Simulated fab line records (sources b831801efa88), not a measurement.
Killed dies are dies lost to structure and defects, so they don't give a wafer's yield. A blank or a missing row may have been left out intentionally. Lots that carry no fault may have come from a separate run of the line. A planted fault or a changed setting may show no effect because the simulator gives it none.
The tool behind it: which one? / flow sky130 / Sampling: 6 lots, 18 wafers, 2 of 708 route steps

## WHAT THE GAUGES SHOWED, per wafer
SKY_NWELL_OVL_MEAS_10.
lot=L287; measured=day 6 02:14; on=overlay-01; NWELL_00_OVL (nm)=-2.1 0.4 0.0
lot=L290; measured=day 6 12:28; on=overlay-02; NWELL_00_OVL (nm)=-0.8 0.5 -0.7
lot=L292; measured=day 7 06:31; on=overlay-01; NWELL_00_OVL (nm)=-0.7 0.1 -0.4
lot=L295; measured=day 7 11:25; on=overlay-01; NWELL_00_OVL (nm)=224.9 225.2 223.7
lot=L303; measured=day 9 11:25; on=overlay-01; NWELL_00_OVL (nm)=-1.0 0.4 1.0
lot=L306; measured=day 10 04:56; on=overlay-02; NWELL_00_OVL (nm)=0.3 -1.2 -0.3

## EACH LOT AND THE TOOL THAT RAN IT (in order: tool; ch and the chambers of the sampled wafers; start)
lot=L287; SKY_NWELL_EXPOSE_07=iline stepper-02 ch 0, day 5 17:58
lot=L290; SKY_NWELL_EXPOSE_07=iline stepper-02 ch 0, day 6 03:50
lot=L292; SKY_NWELL_EXPOSE_07=iline stepper-01 ch 0, day 6 21:10
lot=L295; SKY_NWELL_EXPOSE_07=iline stepper-02 ch 0, day 7 01:55
lot=L303; SKY_NWELL_EXPOSE_07=iline stepper-01 ch 0, day 9 01:15
lot=L306; SKY_NWELL_EXPOSE_07=iline stepper-01 ch 0, day 9 17:29
- SKY_NWELL_EXPOSE_07: exposes mask NWM, target cd 840 nm.

## THE ANSWER, worked out from the rows above alone
Rule: the usual values come from the lots themselves. The widest of any qualifying gaps counts: lots, ordered by their means at a reading, are off when they make up no more than a third of the lots, leave a main group of 4 or more, and stand apart from it by 3 or more times the standard deviation of that group's means. A main group is skipped when, at the precision printed for the reading in the tables above, its means are all equal. Also off: a lot with no number at a reading for which 4 or more lots have one. Where the step has rows for the other lots, those lots are counted as sound.
Off: at SKY_NWELL_OVL_MEAS_10 (NWELL_00_OVL), L295. The main group has a mean of -0.3 nm with a standard deviation of 0.23.
If a tool, at a process step before that reading, ran all the lots that are off and no sound lot after the first of them, it fits. The gauges at SKY_NWELL_OVL_MEAS_10 are tried like those tools. One candidate fits, namely iline stepper-02 at SKY_NWELL_EXPOSE_07. A fault onset in the window from L290 (day 6 03:50, its last sound lot) to L295 (day 7 01:55, its first lot off) fits.

## WHAT THE SIMULATOR HAD INSERTED
Scanner matching overlay: iline stepper-02, from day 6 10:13 on, at SKY_NWELL_EXPOSE_07. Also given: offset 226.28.
Shown lots that were struck: L295. The rule above found the same.
